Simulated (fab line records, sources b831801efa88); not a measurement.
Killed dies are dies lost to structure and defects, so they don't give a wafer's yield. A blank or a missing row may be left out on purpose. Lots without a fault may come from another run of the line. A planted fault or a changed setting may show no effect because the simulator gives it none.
Which tool did it? | flow gf180mcu | 13 lots, 39 wafers sampled, at 5 steps of a route of 602

WHAT THE GAUGES READ, wafer by wafer
GF_MVPSD_TW_MEAS_11. Usual: MVPSD_TW 549.0, standard deviation 2.7.
lot  | measured    | on            | MVPSD_TW          | flag
L926 | day 5 04:33 | film_metro-02 | 551.4 550.6 548.6 |
L927 | day 5 10:26 | film_metro-04 | 546.2 544.9 547.9 |
L928 | day 5 13:52 | film_metro-01 | 545.6 545.9 544.8 |
L932 | day 6 10:16 | film_metro-02 | 554.2 557.9 554.3 |
L933 | day 6 20:45 | film_metro-04 | 546.1 550.9 552.1 |
L934 | day 6 23:27 | film_metro-01 | 547.0 548.2 550.1 |
L935 | day 7 04:07 | film_metro-04 | 551.5 548.4 550.4 |
L936 | day 7 13:59 | film_metro-01 | 547.8 548.5 548.5 |
L937 | day 7 18:51 | film_metro-01 | 545.2 546.6 550.4 |
L938 | day 8 00:18 | film_metro-02 | 550.5 550.8 550.4 |
L940 | day 8 12:37 | film_metro-01 | 549.7 552.3 549.1 |
L943 | day 9 07:15 | film_metro-02 | 565.7 564.9 565.0 | OFF
L944 | day 9 13:10 | film_metro-02 | 562.4 564.0 564.8 | OFF

GF_VT_IMPLANT_OVL_MEAS_29. Usual: VT_IMPLANT_02_OVL -0.4 nm, standard deviation 1.6.
lot  | measured     | on         | VT_IMPLANT_02_OVL (nm) | flag
L926 | day 7 00:35  | overlay-02 | -0.6 -0.2 0.3          |
L927 | day 7 05:41  | overlay-02 | -2.6 -2.2 -3.0         |
L928 | day 7 11:53  | overlay-01 | 0.7 1.2 2.1            |
L932 | day 8 09:37  | overlay-01 | -0.4 1.2 -0.1          |
L933 | day 8 21:49  | overlay-02 | -0.6 -2.3 -2.8         |
L934 | day 8 23:37  | overlay-02 | 0.6 0.4 0.9            |
L935 | day 9 05:18  | overlay-02 | -0.2 -1.2 -1.3         |
L936 | day 9 15:58  | overlay-01 | 0.9 1.1 1.0            |
L937 | day 9 21:34  | overlay-02 | 1.4 0.1 2.0            |
L938 | day 10 03:37 | overlay-02 | -2.1 0.7 -0.1          |
L940 | day 10 17:48 | overlay-01 | -1.9 0.1 0.0           |
L943 | day 11 13:53 | overlay-02 | -2.1 0.1 -2.4          |
L944 | day 11 20:11 | overlay-01 | 0.6 1.2 0.8            |

GF_VT_IMPLANT_RS_MEAS_49: measures by four-point-probe. Usual: MVPSD_RS 1166.6 ohm/sq, standard deviation 2.9.
lot  | measured     | on            | MVPSD_RS (ohm/sq)    | flag
L926 | day 7 17:08  | film_metro-02 | 1164.1 1167.7 1168.3 |
L927 | day 7 22:21  | film_metro-01 | 1162.6 1164.3 1165.7 |
L928 | day 8 04:37  | film_metro-02 | 1169.3 1165.5 1164.9 |
L932 | day 9 03:25  | film_metro-02 | 1166.6 1171.7 1171.9 |
L933 | day 9 15:55  | film_metro-04 | 1166.7 1164.1 1161.0 |
L934 | day 9 17:44  | film_metro-01 | 1167.7 1166.3 1165.2 |
L935 | day 9 23:18  | film_metro-01 | 1165.1 1172.3 1164.4 |
L936 | day 10 10:33 | film_metro-04 | 1168.8 1165.6 1167.1 |
L937 | day 10 16:48 | film_metro-02 | 1169.3 1169.0 1171.6 |
L938 | day 10 23:18 | film_metro-02 | 1165.2 1165.4 1168.1 |
L940 | day 11 13:14 | film_metro-02 | 1163.2 1164.5 1163.1 |
L943 | day 12 10:07 | film_metro-02 | - - -                | OFF
L944 | day 12 16:51 | film_metro-01 | - - -                | OFF

GF_HV_LDD_OVL_MEAS_32. Usual: HV_LDD_02_OVL -0.9 nm, standard deviation 1.3.
lot  | measured     | on         | HV_LDD_02_OVL (nm) | flag
L926 | day 11 20:02 | overlay-02 | 0.2 0.6 -1.0       |
L927 | day 12 00:08 | overlay-01 | 1.4 0.8 0.7        |
L928 | day 12 07:10 | overlay-02 | -2.6 -1.4 -1.6     |
L932 | day 13 11:35 | overlay-02 | -1.6 -0.4 -1.6     |
L933 | day 13 23:53 | overlay-01 | -3.0 -1.2 -0.4     |
L934 | day 14 00:32 | overlay-01 | -2.2 0.4 -0.4      |
L935 | day 14 06:04 | overlay-01 | -1.6 -0.9 -0.8     |
L936 | day 14 20:38 | overlay-02 | 0.0 0.1 0.2        |
L937 | day 15 04:56 | overlay-02 | -0.4 -0.5 0.6      |
L938 | day 15 11:41 | overlay-02 | -1.8 -0.9 -1.8     |
L940 | day 16 06:14 | overlay-01 | -2.1 -2.0 -0.9     |
L943 | day 17 09:38 | overlay-01 | -0.1 0.2 -0.5      |
L944 | day 17 14:47 | overlay-02 | -1.5 -1.0 -2.9     |

WHICH TOOL RAN EACH LOT (tool, then ch and the chambers of the sampled wafers, then the start)
lot  | GF_MVPSD_IMPLANT_09
L926 | implanter-04 ch 0, day 5 04:18
L927 | implanter-03 ch 0, day 5 10:11
L928 | implanter-03 ch 0, day 5 13:37
L932 | implanter-04 ch 0, day 6 10:03
L933 | implanter-01 ch 0, day 6 20:30
L934 | implanter-04 ch 0, day 6 23:14
L935 | implanter-04 ch 0, day 7 03:52
L936 | implanter-04 ch 0, day 7 13:44
L937 | implanter-01 ch 0, day 7 18:36
L938 | implanter-03 ch 0, day 8 00:03
L940 | implanter-03 ch 0, day 8 12:24
L943 | implanter-03 ch 0, day 9 07:00
L944 | implanter-03 ch 0, day 9 12:55
- GF_MVPSD_IMPLANT_09

WHAT THE TOOLS THEMSELVES READ (means of the sampled wafers that have a number; where no wafer has one, the mark that the record gives instead)
GF_MVPSD_IMPLANT_09. Usual: tilt_deg -0.002 degrees, standard deviation 0.019.
lot  | tool         | tilt_deg (degrees) | flag
L926 | implanter-04 | 0.003              |
L927 | implanter-03 | -0.003             |
L928 | implanter-03 | 0.001              |
L932 | implanter-04 | -0.012             |
L933 | implanter-01 | -0.001             |
L934 | implanter-04 | -0.006             |
L935 | implanter-04 | 0.013              |
L936 | implanter-04 | -0.022             |
L937 | implanter-01 | -0.034             |
L938 | implanter-03 | -0.007             |
L940 | implanter-03 | 0.017              |
L943 | implanter-03 | 17.252             | OFF
L944 | implanter-03 | 17.275             | OFF

THE ANSWER, worked out from the rows above alone
Rule: a lot is off if the mean of its wafers that have a number lies more than 3 standard deviations from the usual mean. A lot without any number at a reading at which 4 lots or more have one is off too. The other lots that the step has rows for count as sound. The gauges are gone through in route order, then the tools' own readings, and for those a lot's mean is taken as printed above. The first step at which some lot is off is used, and at that step the reading that is off furthest; a lot without a number counts as furthest.
Off: L943, L944, at GF_MVPSD_TW_MEAS_11 (MVPSD_TW).
A tool fits if, at a process step before that reading, it ran every lot that is off, and no sound lot after the first of them. The gauges at GF_MVPSD_TW_MEAS_11 aren't tried: what is off there is off at GF_MVPSD_IMPLANT_09 too, on other tools, and a gauge's error can't cause that. One fits: implanter-03 at GF_MVPSD_IMPLANT_09. Its last sound lot is L940 (day 8 12:24), its first lot that is off L943 (day 9 07:00): a fault that began between those two fits.
The tool's own readings at GF_MVPSD_IMPLANT_09 bear it out: on the lots that are off they differ by more than 5 times the standard deviation of the sound lots' means. tilt_deg reads 17.264 degrees there against -0.005 degrees on the sound lots.

WHAT THE SIMULATOR HAD PUT IN
Process parameter drift: implanter-03, from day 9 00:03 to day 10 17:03, at GF_MVPSD_IMPLANT_09. Setting tilt_deg, moved by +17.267, from 0. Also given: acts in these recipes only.
Lots struck among those shown: L943, L944. The rule above found the same.
